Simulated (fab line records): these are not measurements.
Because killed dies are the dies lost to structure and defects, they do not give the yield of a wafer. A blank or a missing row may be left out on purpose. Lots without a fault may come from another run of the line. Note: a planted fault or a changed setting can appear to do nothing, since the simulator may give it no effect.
Code-filled problem report in 8D (eight disciplines) form ; flow gf180mcu ; the parts of the form that need people (team, actions taken, sign-off) are left out

## 1. THE ISSUE
Across 6 wafers from 3 lots, PASSIVATION_CVD_00_THK at GF_PASSIVATION_THK_MEAS_01 averages 1603 nm, while fault-free wafers read 1003 nm with a standard deviation of 14. That is +43 standard deviations from the usual mean.
First seen on wafer L662.2, day 31 14:53, on filmMetro-03. At this step, 34 wafers from 12 lots have a number in the record. The rule behind "out" and "out of limits": a value lying over 4 standard deviations away from the usual mean. The rest of the wafers with a number are treated as sound.

## 2. WHAT IT IS AND WHAT IT IS NOT
question;is;is not
which readings at this step;PASSIVATION_CVD_00_THK;-
which lots;L662, L665, L667;L651, L653, L655, L658, L668, L670, L671, L672, L674
which wafers of those lots;L662.2, L662.5, L665.2, L665.5, L667.2, L667.5;L662.3
read on which gauges;filmMetro-01, filmMetro-03;filmMetro-04
when;from day 31 14:53;"up to then (13 sound wafers); but 15 sound wafers of L668, L670, L671, L672, L674 came after"

## 3. SUSPECTS, AND WHAT RULES EACH OUT
Counting: if a tool at a process step up to the reading ran every lot that is out, it stays a suspect. Sound lots after the first of them don't rule it out here, since some wafers of a struck lot are sound.
- the gauge at GF_PASSIVATION_THK_MEAS_01 is ruled out. 2 gauges (filmMetro-01, filmMetro-03) read the wafers that are out.
- pecvd-02 at GF_PASSIVATION_CVD_00 (deposits SiO2 from TEOS, target thk 1000 nm, time 111.95 s): kept. It ran every lot that is out, first L662 (day 31 14:48); its last sound lot up to then is L658 (day 30 13:57).
Remaining after the count: pecvd-02 at GF_PASSIVATION_CVD_00.

## 4. THE CAUSE (what the simulator had put in)
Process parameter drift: pecvd-02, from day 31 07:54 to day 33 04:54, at GF_PASSIVATION_CVD_00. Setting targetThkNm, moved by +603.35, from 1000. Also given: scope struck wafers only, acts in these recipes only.
After counting, this tool was the only one left.

## 5. THE CHAIN OF EFFECTS, in route order
Rows list readings where the struck wafers' mean (over those with a number) sits beyond 3 standard deviations from the usual. Only readings whose record carries a usual standard deviation are examined. hours: median over the lots of the time between each lot's start at the first step of this table that gives one and its start at this step. sigmas: the change, counted in usual standard deviations.
hours;step;reading;usual;on struck wafers;change;sigmas
0;GF_PASSIVATION_THK_MEAS_01;PASSIVATION_CVD_00_THK;1003 nm;1603;+600;+43
19;GF_PASSIVATION_PROBE_99;defectLimitedYield;90.4 %;0.0;-90.4;-60
19;GF_PASSIVATION_PROBE_99;killedAtOther;0.1;443.7;+443.6;+99 or more
19;GF_PASSIVATION_PROBE_99;killedDies;47;492;+445;+61
19;GF_PASSIVATION_PROBE_99;killedOnRim;9.4;96.0;+86.6;+31
19;GF_PASSIVATION_PROBE_99;sort_bin_5_function;5.7 %;95.9;+90.2;+75
19;GF_PASSIVATION_PROBE_99;sortNPass;445;0;-445;-61
19;GF_PASSIVATION_PROBE_99;sortYieldPct;90.4 %;0.0;-90.4;-60
Its process steps:
- GF_PASSIVATION_PROBE_99

## 6. WHAT WOULD HAVE CAUGHT IT SOONER
Counted from the fault's start at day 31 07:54, it took 7 hours until the first out-of-limits reading at a measuring or inspecting step in this record, taken at day 31 14:53.
Of the tool readings at GF_PASSIVATION_CVD_00 for which the record gives a usual standard deviation, none was out on any struck wafer, so an alarm limit of 4 standard deviations on them would not have fired.
Of the lots that are out (3), L665, L667 began GF_PASSIVATION_CVD_00 on pecvd-02 after day 31 14:53. A hold on the tool at that time would have spared those 2.
